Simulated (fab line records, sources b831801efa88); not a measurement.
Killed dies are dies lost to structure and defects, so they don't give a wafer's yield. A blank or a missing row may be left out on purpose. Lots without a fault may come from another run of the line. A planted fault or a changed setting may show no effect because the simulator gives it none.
fab line records | flow sky130
record lots=5 wafers=15 last_day=46
route steps=708 shown POLY_CUT@317 SD_P@320 RES_XHIGH@333 SD_N@342 PAD_OPEN@708
lots that met no fault: from a run of the same line without faults
start_h: hours from the record's first day to the start of the lot's first wafer shown | wait_h: hours since the lot's step before | " the same as in the row above | L1.1+2: a row that stands for several wafers | - no value, or no start given | * or withheld: withheld | < > ~ a bound
route shown NAME@n: a module of which the file shows steps, and the number in the route of the first | usual: mean/standard deviation of fault-free wafers | same: alike in all rows | chamber/n: place in a boat | sites: the reading at each site | _std_site: their standard deviation | _edge_site: outer sites' mean less inner sites' | radius_mm: how far each site lies from the wafer's centre | mask NAME#n: copy n | behind: the tool/chamber that last shaped the wafer | hold: why the lot was held/for how many hours/how that ended | device: the transistor (n, p or np) that didn't switch | end of line: the same wafers' tests at the end of the route | a step without rows: its recipe alone | killed: dies lost to structure and defects at the first sort, not the wafer's yield | map: a wafer's dies, x killed, . not, _ none there
set.NAME: the setting as run; set.NAME@STEP: as run at that earlier step | model.NAME: the simulator's own value behind a step, which no gauge read
lots at some steps of the route; a table a step, a row a wafer
services: from which hour (start_h, from the record's first day; less than 0 if before it) a tool's chamber was out of use, for how many hours, and why
## steps
# step SKY_POLY_CUT_ETCH_10
# recipe chemistry=N2/H2 target=BARC ion_energy_ev=200 source_w=500 bias_w=100 pressure_mtorr=30 n2_flow_sccm=100 h2_flow_sccm=200 stop_on=SiO2 time_s=45.9 target_depth_a=600
# step SKY_POLY_CUT_ETCH_11
# recipe target=Si3N4 chemistry=CF4/CH2F2/Ar stop_on=poly-Si source_w=600 bias_w=150 pressure_mtorr=40 cf4_flow_sccm=40 ch2f2_flow_sccm=20 Ar_flow_sccm=150 time_s=42.5 target_depth_a=600
# step SKY_POLY_CUT_STRIP_12
# recipe chemistry=O2/N2 power_w=1400 pressure_mtorr=1500 platen_temp_c=withheld o2_flow_sccm=3000 n2_flow_sccm=300 overash_fraction=0.5
# step SKY_SD_P_DEHYDRATE_00
# recipe temp_c=200 time_s=60
# step SKY_SD_P_HMDS_01
# recipe prime_time_s=60 prime_temp_c=120
# step SKY_SD_P_COAT_02
# recipe resist=NOVOLAK spin_rpm=3000 resist_thk_nm=1140
# step SKY_SD_P_SOFTBAKE_03
# recipe temp_c=90 time_s=60 resist=NOVOLAK
# step SKY_SD_P_EXPOSE_04
# recipe mask_id=PSDM na=0.6 source_shape=conventional sigma_outer=0.6 polarization=unpolarized target_cd_nm=380 dose_mj=138
# step SKY_SD_P_PEB_05
# recipe temp_c=withheld time_s=* resist=NOVOLAK
# step SKY_SD_P_DEVELOP_06
# recipe resist=NOVOLAK developer=TMAH develop_time_s=60 dev_temp_c=23
# step SKY_SD_P_IMPLANT_09
# recipe species=BF2 energy_kev=20 dose_cm2=3e+15 tilt_deg=0
# usual beam_on_s=13.8/0.62 implant_ion_amu=49/0
# columns lot.wafer tool chamber start_h wait_h beam_on_s implant_ion_amu model.implant.rp_nm model.implant.drp_nm
L404.1 implanter-02 0 581.85 0.0 13.3 49 17.66 9.746
L404.2 " 0 " " 13.6 49 17.66 9.746
L404.5 " 0 " " 13.4 49 17.66 9.746
L409.2 implanter-01 0 633.63 0.0 14.8 49 17.13 9.746
L409.3 " 0 " " 14.5 49 17.13 9.746
L409.4 " 0 " " 14.5 49 17.13 9.746
L414.1 implanter-02 0 681.01 0.0 13.0 11 64.31 28.3
L414.4 " 0 " " 13.3 11 64.31 28.3
L414.5 " 0 " " 13.5 11 64.31 28.3
L415.2 implanter-02 0 683.31 0.0 13.3 11 66.79 28.3
L415.3 " 0 " " 13.0 11 66.79 28.3
L415.4 " 0 " " 13.8 11 66.79 28.3
L416.2 implanter-03 0 690.16 0.0 13.3 11 65.99 28.3
L416.3 " 0 " " 13.3 11 65.99 28.3
L416.6 " 0 " " 13.2 11 65.99 28.3
# step SKY_SD_P_STRIP_10
# recipe chemistry=O2/N2 power_w=1400 pressure_mtorr=1500 platen_temp_c=withheld o2_flow_sccm=3000 n2_flow_sccm=300 overash_fraction=0.5
# usual drypump_motor_current_A=5.9/0.47 oes_product_au=0.618/0.0045 strip_time_to_endpoint_s=17.49/0.045
# columns lot.wafer tool chamber start_h wait_h drypump_motor_current_A oes_product_au rf_hours_counter_h strip_time_to_endpoint_s
L404.1 plasma_asher-02 0 582.00 0.1 5.4 0.621 81 17.42
L404.2 " 1 " " 6.2 0.615 81 17.48
L404.5 " 0 " " 5.4 0.622 - 17.44
L409.2 plasma_asher-03 1 633.76 0.1 5.5 0.625 50 17.43
L409.3 " 1 " " 5.5 0.618 - 17.44
L409.4 " 0 " " 6.1 0.618 - 17.48
L414.1 plasma_asher-02 1 681.16 0.1 6.2 0.605 89 18.16
L414.4 " 0 " " 5.3 0.597 - 18.17
L414.5 " 0 " " 5.4 0.598 - 18.11
L415.2 plasma_asher-01 1 683.43 0.1 5.7 0.606 93 18.21
L415.3 " 0 " " 6.7 0.604 - 18.19
L415.4 " 1 " " 5.7 0.603 - 18.24
L416.2 plasma_asher-01 1 690.28 0.1 5.7 0.606 94 18.13
L416.3 " 0 " " 6.7 0.603 - 18.16
L416.6 " 1 " " 5.7 0.601 - 18.16
# step SKY_SD_P_TW_MEAS_11
# usual SD_P_TW=2815/24
# columns lot.wafer tool chamber start_h wait_h hold SD_P_TW
L404.1 film_metro-04 - 582.10 0.1 - 2800
L404.2 " - " " - 2794
L404.5 " - " " - 2790
L409.2 film_metro-04 - 633.87 0.1 - 2815
L409.3 " - " " - 2810
L409.4 " - " " - 2819
L414.1 film_metro-04 - 681.26 0.1 await_dispo/0.2h/release 2067
L414.4 " - " " await_dispo/0.2h/release 2067
L414.5 " - " " await_dispo/0.2h/release 2070
L414.1 film_metro-04 - 681.48 0.2 - 2064
L414.4 " - " " - 2062
L414.5 " - " " - 2067
L415.2 film_metro-04 - 683.54 0.1 await_dispo/0.2h/release 2066
L415.3 " - " " await_dispo/0.2h/release 2070
L415.4 " - " " await_dispo/0.2h/release 2071
L415.2 film_metro-04 - 683.77 0.2 - 2070
L415.3 " - " " - 2072
L415.4 " - " " - 2075
L416.2 film_metro-04 - 690.39 0.1 await_dispo/0.2h/release 2060
L416.3 " - " " await_dispo/0.2h/release 2065
L416.6 " - " " await_dispo/0.2h/release 2076
L416.2 film_metro-04 - 690.63 0.2 - 2073
L416.3 " - " " - 2071
L416.6 " - " " - 2067
# step SKY_RES_XHIGH_HMDS_01
# recipe prime_time_s=60 prime_temp_c=120
# step SKY_RES_XHIGH_COAT_02
# recipe resist=NOVOLAK spin_rpm=3000 resist_thk_nm=1140
# step SKY_RES_XHIGH_SOFTBAKE_03
# recipe temp_c=90 time_s=60 resist=NOVOLAK
# step SKY_RES_XHIGH_EXPOSE_04
# recipe mask_id=URPM na=0.6 source_shape=conventional sigma_outer=0.6 polarization=unpolarized target_cd_nm=1270 dose_mj=140
# step SKY_RES_XHIGH_PEB_05
# recipe temp_c=withheld time_s=* resist=NOVOLAK
# step SKY_RES_XHIGH_DEVELOP_06
# recipe resist=NOVOLAK developer=TMAH develop_time_s=60 dev_temp_c=23
# step SKY_RES_XHIGH_IMPLANT_07
# recipe species=BF2 energy_kev=20 dose_cm2=3.6e+14 tilt_deg=0
# step SKY_RES_XHIGH_STRIP_08
# recipe chemistry=O2/N2 power_w=1400 pressure_mtorr=1500 platen_temp_c=withheld o2_flow_sccm=3000 n2_flow_sccm=300 overash_fraction=0.5
# step SKY_SD_N_DEHYDRATE_00
# recipe temp_c=200 time_s=60
# step SKY_SD_N_HMDS_01
# recipe prime_time_s=60 prime_temp_c=120
# step SKY_SD_N_COAT_02
# recipe resist=NOVOLAK spin_rpm=3000 resist_thk_nm=1140
# step SKY_SD_N_SOFTBAKE_03
# recipe temp_c=90 time_s=60 resist=NOVOLAK
# step SKY_SD_N_EXPOSE_04
# recipe mask_id=NSDM na=0.6 source_shape=conventional sigma_outer=0.6 polarization=unpolarized target_cd_nm=380 dose_mj=141
# step SKY_SD_N_PEB_05
# recipe temp_c=withheld time_s=* resist=NOVOLAK
# step SKY_SD_N_DEVELOP_06
# recipe resist=NOVOLAK developer=TMAH develop_time_s=60 dev_temp_c=23
# step SKY_SD_N_IMPLANT_09
# recipe species=As energy_kev=50 dose_cm2=4e+15 tilt_deg=0
# step SKY_SD_N_IMPLANT_10
# recipe species=P energy_kev=20 dose_cm2=1e+14 tilt_deg=0
# step SKY_SD_N_STRIP_11
# recipe chemistry=O2/N2 power_w=1400 pressure_mtorr=1500 platen_temp_c=withheld o2_flow_sccm=3000 n2_flow_sccm=300 overash_fraction=0.5
# step SKY_SD_N_CLEAN_13
# recipe chemistry=SC1/SC2 mix=1:4:20 temp_c=70 time_s=150 dry=n2_spin
# step SKY_SD_N_RTA_14
# recipe temp_c=1075 time_s=2 idle_temp_c=650 ramp_up_c_per_s=150 ramp_down_c_per_s=90 ambient=N2
# step SKY_SD_N_RS_MEAS_17
# recipe thk_meas_gauge=four-point-probe
# usual SD_P_RS=147.0/0.36
# columns lot.wafer tool chamber start_h wait_h hold SD_P_RS[ohm/sq]
L404.1 film_metro-02 - 641.25 0.1 - 147.3
L404.2 " - " " - 146.9
L404.5 " - " " - 146.9
L409.2 film_metro-02 - 690.72 0.1 - 147.1
L409.3 " - " " - 147.0
L409.4 " - " " - 147.4
L414.1 film_metro-03 - 737.71 0.1 await_dispo/0.2h/release 52.0
L414.4 " - " " await_dispo/0.2h/release 52.1
L414.5 " - " " await_dispo/0.2h/release 52.0
L414.1 film_metro-03 - 738.00 0.3 - 52.1
L414.4 " - " " - 52.2
L414.5 " - " " - 52.0
L415.2 film_metro-03 - 738.92 0.1 await_dispo/0.2h/release 52.0
L415.3 " - " " await_dispo/0.2h/release 52.0
L415.4 " - " " await_dispo/0.2h/release 51.8
L415.2 film_metro-03 - 739.21 0.3 - 51.9
L415.3 " - " " - 51.9
L415.4 " - " " - 52.0
L416.2 film_metro-04 - 746.13 0.1 await_dispo/0.2h/release 52.2
L416.3 " - " " await_dispo/0.2h/release 52.1
L416.6 " - " " await_dispo/0.2h/release 52.0
L416.2 film_metro-04 - 746.42 0.3 - 52.1
L416.3 " - " " - 52.1
L416.6 " - " " - 52.1
# step SKY_PAD_OPEN_PROBE_99
# usual defect_limited_yield=82.2/1.9 killed_at_M0_to_M3=44/6.6 killed_at_M4_up=3.4/1.9 killed_at_contacts=25/5.6 killed_at_front_end=15/4.6 killed_at_other=0.3/0.6 killed_dies=88/9.5 killed_open=47/7.1 killed_short=40/6.4 sort_bin_3_pad_short=1.0/0.47 sort_bin_5_function=10.4/1.4 sort_bin_6_memory=6.4/1.1 sort_n_pass=404/9.5 sort_yield_pct=82.2/1.9
# same gross_dies=492 killed_at_back_side=0 sort_bin_4_leakage[%]=0 sort_bin_8_speed[%]=0
# columns lot.wafer tool chamber start_h wait_h defect_limited_yield[%] killed_at_M0_to_M3 killed_at_M4_up killed_at_contacts killed_at_front_end killed_at_other killed_dies killed_open killed_short sort_bin_3_pad_short[%] sort_bin_5_function[%] sort_bin_6_memory[%] sort_n_pass sort_yield_pct[%]
L404.1 prober-02 - 1070.96 0.1 84.3 39 2 26 8 2 77 35 41 0.4 9.6 5.7 415 84.3
L404.2 prober-02 - 1071.01 0.1 81.3 42 2 34 14 0 92 57 35 0.8 10.0 7.9 400 81.3
L404.5 prober-02 - 1071.16 0.2 79.5 38 8 27 25 3 101 46 53 2.0 12.2 6.3 391 79.5
L409.2 prober-01 - 1108.97 0.1 86.0 34 4 12 19 0 69 33 36 1.0 7.5 5.5 423 86.0
L409.3 prober-01 - 1109.02 0.2 82.5 41 1 28 16 0 86 48 37 0.6 11.6 5.3 406 82.5
L409.4 prober-01 - 1109.07 0.2 86.6 32 6 19 9 0 66 43 23 0.6 8.3 4.5 426 86.6
# killed by level:class
L404.1 CONTACT:geometric_particle:open=9 LOCAL_INTERCONNECT:geometric_particle:short=9 VIA1:geometric_particle:open=7 VIA2:geometric_particle:open=7 VIA1:geometric_particle:short=6 POLY_GATE:geometric_particle:short=4 LI_CONTACT:geometric_particle:short=4 METAL1:geometric_particle:open=4
L404.2 CONTACT:geometric_particle:open=17 VIA1:geometric_particle:open=9 VIA2:geometric_particle:open=8 LI_CONTACT:geometric_particle:open=7 METAL1:geometric_particle:short=7 POLY_GATE:geometric_particle:open=6 VIA1:geometric_particle:short=5 CONTACT:geometric_particle:short=4
L404.5 CONTACT:geometric_particle:open=9 VIA1:geometric_particle:open=9 CONTACT:geometric_particle:short=8 FIELD_ISO:geometric_particle:open=7 METAL4:geometric_particle:short=7 FIELD_ISO:geometric_particle:short=6 LI_CONTACT:geometric_particle:open=6 POLY_GATE:geometric_particle:short=5
L409.2 VIA1:geometric_particle:short=7 VIA3:geometric_particle:open=7 POLY_GATE:geometric_particle:short=6 FIELD_ISO:geometric_particle:open=5 POLY_GATE:geometric_particle:open=5 VIA1:geometric_particle:open=5 CONTACT:geometric_particle:short=4 METAL1:geometric_particle:short=4
L409.3 VIA1:geometric_particle:open=15 CONTACT:geometric_particle:open=12 LOCAL_INTERCONNECT:geometric_particle:short=9 METAL2:geometric_particle:short=6 FIELD_ISO:geometric_particle:open=5 POLY_GATE:geometric_particle:short=4 VIA3:geometric_particle:short=4 FIELD_ISO:geometric_particle:short=3
L409.4 LI_CONTACT:geometric_particle:open=9 VIA1:geometric_particle:open=9 VIA2:geometric_particle:open=7 CONTACT:geometric_particle:open=6 VIA1:geometric_particle:short=4 VIA3:geometric_particle:open=4 FIELD_ISO:geometric_particle:short=3 METAL2:geometric_particle:short=3
## services
# columns tool chamber start_h hours kind
implanter-03 - 588.83 42.5 repair
implanter-01 - 599.89 0.6 repair
implanter-01 - 617.06 1.5 repair
plasma_asher-02 - 620.35 14.6 pm
implanter-03 - 631.29 3.2 pm
implanter-01 - 659.64 11.1 pm
implanter-02 - 667.74 4.2 repair
implanter-01 - 679.50 3.4 repair
## key
first_sign step=SKY_SD_P_IMPLANT_09 reading=implant_ion_amu direction=down sigmas=99+ usual=49 struck=11
effect step=SKY_SD_P_STRIP_10 reading=strip_time_to_endpoint_s direction=up sigmas=15 usual=* struck=*
effect step=SKY_SD_P_TW_MEAS_11 reading=visit direction=added
effect step=SKY_SD_P_TW_MEAS_11 reading=SD_P_TW direction=down sigmas=32 usual=2815 struck=2068
effect step=SKY_SD_N_RS_MEAS_17 reading=SD_P_RS direction=down sigmas=99+ usual=147.0 struck=52.0
model_effect step=SKY_SD_P_IMPLANT_09 value=implant.rp_nm without=17.31 struck=65.7
met_at SKY_SD_P_IMPLANT_09
struck_wafers L414.1,L414.4,L414.5,L415.2,L415.3,L415.4,L416.2,L416.3,L416.6
scrapped_behind SKY_SD_N_RS_MEAS_17 L414.1,L414.4,L414.5,L415.2,L415.3,L415.4,L416.2,L416.3,L416.6
onset_between 633.63 681.01
fault kind=wrong_recipe_download tool=implanter-01,implanter-02,implanter-03 chamber=- onset_h=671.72 steps=SKY_SD_P_IMPLANT_09 wrong_recipe.not_listed=1
